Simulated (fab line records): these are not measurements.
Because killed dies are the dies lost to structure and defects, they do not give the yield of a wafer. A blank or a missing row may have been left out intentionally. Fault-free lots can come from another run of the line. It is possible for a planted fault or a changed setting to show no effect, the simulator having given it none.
A single fault, viewed from 2 desks + flow sky130 + only its own numbers are on each desk; what lay behind them is given at the end

AT THE METROLOGY DESK
What the gauges read for every lot (on any tool): the sampled wafers with a number, averaged. If a lot's mean is further than 4 standard deviations from the usual mean, the lot is out of limits and carries the mark OUT (the distance appears in the brackets).
Columns: A = LDD_HVP_TW at SKY_LDD_HVP_TW_MEAS_10, usual 461.6
| lot  | first seen here | A                |
|------|-----------------|------------------|
| L264 | day 21 17:40    | 462.3            |
| L265 | day 22 04:38    | 458.3            |
| L266 | day 22 12:28    | 458.4            |
| L268 | day 23 01:32    | 460.1            |
| L270 | day 23 18:05    | 461.9            |
| L271 | day 25 00:32    | 465.4            |
| L275 | day 25 12:44    | 446.6 (-5.2) OUT |
| L274 | day 25 16:29    | 464.6            |
| L276 | day 25 21:21    | 443.8 (-6.1) OUT |
| L277 | day 26 05:20    | 456.9            |
| L283 | day 28 07:46    | 461.7            |
| L285 | day 28 22:17    | 464.9            |
| L286 | day 29 14:38    | 463.9            |
| L287 | day 29 17:55    | 463.5            |
This desk's finding: out of limits on L275, L276; first on L275, day 25 12:44 (LDD_HVP_TW at SKY_LDD_HVP_TW_MEAS_10). In limits: L264, L265, L266, L268, L270, L271, L274, L277, L283, L285, L286, L287.

THE TOOL OWNER'S DESK: implanter-03
For each lot that ran on this tool, the mean over its sampled wafers that have a number, from the tool's own readings at SKY_LDD_HVP_IMPLANT_08. If a lot's mean is further than 4 standard deviations from the usual mean, the lot is out of limits and carries the mark OUT (the distance appears in the brackets).
Columns: A = beam_energy_keV at SKY_LDD_HVP_IMPLANT_08, usual 20.000; B = dose_ions_cm2 at SKY_LDD_HVP_IMPLANT_08, usual 1.7251e+13
| lot  | first seen here | A                        | B          |
|------|-----------------|--------------------------|------------|
| L270 | day 23 17:52    | 20.006                   | 1.7259e+13 |
| L275 | day 25 12:31    | 17.163 (-99 or more) OUT | 1.7237e+13 |
| L276 | day 25 21:09    | 17.166 (-99 or more) OUT | 1.7261e+13 |
| L285 | day 28 22:04    | 20.004                   | 1.7239e+13 |
| L286 | day 29 14:24    | 19.994                   | 1.7254e+13 |
This desk finds L275, L276 out of limits, L275 being first, at day 25 12:31 (beam_energy_keV at SKY_LDD_HVP_IMPLANT_08). In limits: L270, L285, L286.

ALL TOGETHER
An alarm could have come from the tool owner's desk at day 25 12:31, on L275, L276.
An alarm was possible from the metrology desk at day 25 12:44, on L275, L276.
SKY_LDD_HVP_IMPLANT_08 was run on implanter-03 by each of the lots named.

WHAT THE SIMULATOR HAD INSERTED
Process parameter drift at SKY_LDD_HVP_IMPLANT_08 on implanter-03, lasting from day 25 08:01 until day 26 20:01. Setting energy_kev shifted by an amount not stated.
Shown lots that were struck: L275, L276.
Hours from the fault's start to each desk's first reading out of limits: the tool owner's desk, 4; the metrology desk, 5.
